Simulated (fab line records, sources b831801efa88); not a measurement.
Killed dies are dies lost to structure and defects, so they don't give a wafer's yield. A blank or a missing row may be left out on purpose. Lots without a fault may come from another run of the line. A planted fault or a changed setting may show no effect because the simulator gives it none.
Which tool did it? | flow sky130 | 12 lots, 36 wafers sampled, at 4 steps of a route of 708

WHAT THE GAUGES READ, wafer by wafer
SKY_VIA1_BOW_MEAS_03. Usual: VIA1_BOW 79 um, standard deviation 7.2.
lot  | measured     | on            | VIA1_BOW (um) | flag
L625 | day 33 14:22 | film_metro-04 | 74 85 71      |
L626 | day 34 15:47 | film_metro-01 | 77 76 79      |
L627 | day 34 17:02 | film_metro-04 | 83 90 85      |
L628 | day 34 22:21 | film_metro-02 | 79 73 71      |
L629 | day 35 03:08 | film_metro-02 | 77 83 80      |
L632 | day 35 11:02 | film_metro-01 | 82 70 71      |
L630 | day 35 12:37 | film_metro-02 | 85 69 83      |
L631 | day 35 13:59 | film_metro-01 | 69 65 70      |
L635 | day 36 18:37 | film_metro-01 | 71 88 79      |
L637 | day 36 21:26 | film_metro-04 | 78 83 89      |
L638 | day 37 09:59 | film_metro-04 | 73 82 79      |
L645 | day 39 15:20 | film_metro-02 | 68 84 71      |

SKY_VIA2_THK_MEAS_01. Usual: VIA2_HDPCVD_THK 1171 nm, standard deviation 11.
lot  | measured     | on            | VIA2_HDPCVD_THK (nm) | flag
L625 | day 35 23:29 | film_metro-03 | 1175 1164 1158       |
L626 | day 36 21:53 | film_metro-03 | 1145 1163 1156       |
L627 | day 36 22:47 | film_metro-04 | 1200 1184 1175       |
L628 | day 37 04:57 | film_metro-04 | 1182 1183 1182       |
L629 | day 37 09:44 | film_metro-04 | 1173 1186 1169       |
L632 | day 37 17:31 | film_metro-02 | 1164 1174 1164       |
L630 | day 37 18:38 | film_metro-03 | 1196 1180 1196       |
L631 | day 37 21:41 | film_metro-04 | 1168 1193 1182       |
L635 | day 39 01:50 | film_metro-03 | 1179 1184 1160       |
L637 | day 39 03:32 | film_metro-04 | 1407 1408 1396       | OFF
L638 | day 39 14:09 | film_metro-03 | 1393 1402 1398       | OFF
L645 | day 41 19:36 | film_metro-02 | 1169 1168 1184       |

WHICH TOOL RAN EACH LOT (tool, then ch and the chambers of the sampled wafers, then the start)
lot  | SKY_VIA1_CMP_02               | SKY_VIA2_HDPCVD_00
L625 | cmp-01 ch 0,1,3, day 33 14:10 | hdpcvd-01 ch 0,1,2, day 35 23:22
L626 | cmp-02 ch 2,3, day 34 15:28   | hdpcvd-01 ch 0,1, day 36 21:44
L627 | cmp-02 ch 1,2, day 34 16:44   | hdpcvd-02 ch 0,1, day 36 22:40
L628 | cmp-01 ch 0,2,3, day 34 22:02 | hdpcvd-02 ch 1,2, day 37 04:49
L629 | cmp-01 ch 0,3, day 35 02:49   | hdpcvd-02 ch 0,1,2, day 37 09:36
L632 | cmp-01 ch 0,1,3, day 35 10:43 | hdpcvd-02 ch 1,2, day 37 17:22
L630 | cmp-02 ch 1,2,3, day 35 12:23 | hdpcvd-01 ch 0,2, day 37 18:29
L631 | cmp-01 ch 0,2,3, day 35 13:41 | hdpcvd-01 ch 1,2, day 37 21:33
L635 | cmp-01 ch 0,1,2, day 36 18:22 | hdpcvd-01 ch 0,1,2, day 39 01:42
L637 | cmp-02 ch 0,1,3, day 36 21:08 | hdpcvd-01 ch 0,1,2, day 39 03:25
L638 | cmp-02 ch 1,2,3, day 37 09:47 | hdpcvd-01 ch 0,1,2, day 39 14:01
L645 | cmp-02 ch 1,2, day 39 15:01   | hdpcvd-02 ch 0,1,2, day 41 19:28
- SKY_VIA1_CMP_02: polishes SiO2.
- SKY_VIA2_HDPCVD_00: deposits SiO2, target thk 1180 nm, time 196.7 s.

WHAT THE TOOLS THEMSELVES READ (means of the sampled wafers that have a number; where no wafer has one, the mark that the record gives instead)
SKY_VIA1_CMP_02. Usual: head_pressure_psi 3.998 psi, standard deviation 0.0084; motor_current_A 12.2 A, standard deviation 1; slurry_flow_ml_min 150.0, standard deviation 0.49.
lot  | tool   | head_pressure_psi (psi) | motor_current_A (A) | slurry_flow_ml_min | flag
L625 | cmp-01 | 4.005                   | 12.3                | 150.1              |
L626 | cmp-02 | 4.001                   | 11.3                | 150.1              |
L627 | cmp-02 | 3.996                   | 12.1                | 150.4              |
L628 | cmp-01 | 3.995                   | 11.9                | 150.0              |
L629 | cmp-01 | 4.006                   | 11.8                | 149.9              |
L632 | cmp-01 | 4.002                   | 12.3                | 150.2              |
L630 | cmp-02 | 3.999                   | 11.9                | 149.8              |
L631 | cmp-01 | 4.003                   | 11.4                | 149.4              |
L635 | cmp-01 | 4.000                   | 12.4                | 150.6              |
L637 | cmp-02 | 4.002                   | 12.2                | 149.9              |
L638 | cmp-02 | 3.993                   | 11.9                | 150.0              |
L645 | cmp-02 | 4.004                   | 11.6                | 149.7              |

SKY_VIA2_HDPCVD_00. Usual: sih4_flow_sccm 60.01 sccm, standard deviation 0.19.
lot  | tool      | sih4_flow_sccm (sccm) | flag
L625 | hdpcvd-01 | 60.11                 |
L626 | hdpcvd-01 | 59.99                 |
L627 | hdpcvd-02 | 59.98                 |
L628 | hdpcvd-02 | 59.97                 |
L629 | hdpcvd-02 | 59.98                 |
L632 | hdpcvd-02 | 60.03                 |
L630 | hdpcvd-01 | 60.07                 |
L631 | hdpcvd-01 | 60.05                 |
L635 | hdpcvd-01 | 59.95                 |
L637 | hdpcvd-01 | 72.02                 | OFF
L638 | hdpcvd-01 | 72.07                 | OFF
L645 | hdpcvd-02 | 60.13                 |

THE ANSWER, worked out from the rows above alone
Rule: a lot is off if the mean of its wafers that have a number lies more than 3 standard deviations from the usual mean. A lot without any number at a reading at which 4 lots or more have one is off too. The other lots that the step has rows for count as sound. The gauges are gone through in route order, then the tools' own readings, and for those a lot's mean is taken as printed above. The first step at which some lot is off is used, and at that step the reading that is off furthest; a lot without a number counts as furthest.
Off: L637, L638, at SKY_VIA2_THK_MEAS_01 (VIA2_HDPCVD_THK).
A tool fits if, at a process step before that reading, it ran every lot that is off, and no sound lot after the first of them. The gauges at SKY_VIA2_THK_MEAS_01 aren't tried: what is off there is off at SKY_VIA2_HDPCVD_00 too, on other tools, and a gauge's error can't cause that. One fits: hdpcvd-01 at SKY_VIA2_HDPCVD_00. Its last sound lot is L635 (day 39 01:42), its first lot that is off L637 (day 39 03:25): a fault that began between those two fits.
The tool's own readings at SKY_VIA2_HDPCVD_00 bear it out: on the lots that are off they differ by more than 5 times the standard deviation of the sound lots' means. sih4_flow_sccm reads 72.04 sccm there against 60.03 sccm on the sound lots.

WHAT THE SIMULATOR HAD PUT IN
Process parameter drift: hdpcvd-01, from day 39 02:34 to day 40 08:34, at SKY_VIA2_HDPCVD_00. Setting sih4_flow_sccm, moved by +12, from 60. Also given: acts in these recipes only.
Lots struck among those shown: L637, L638. The rule above found the same.
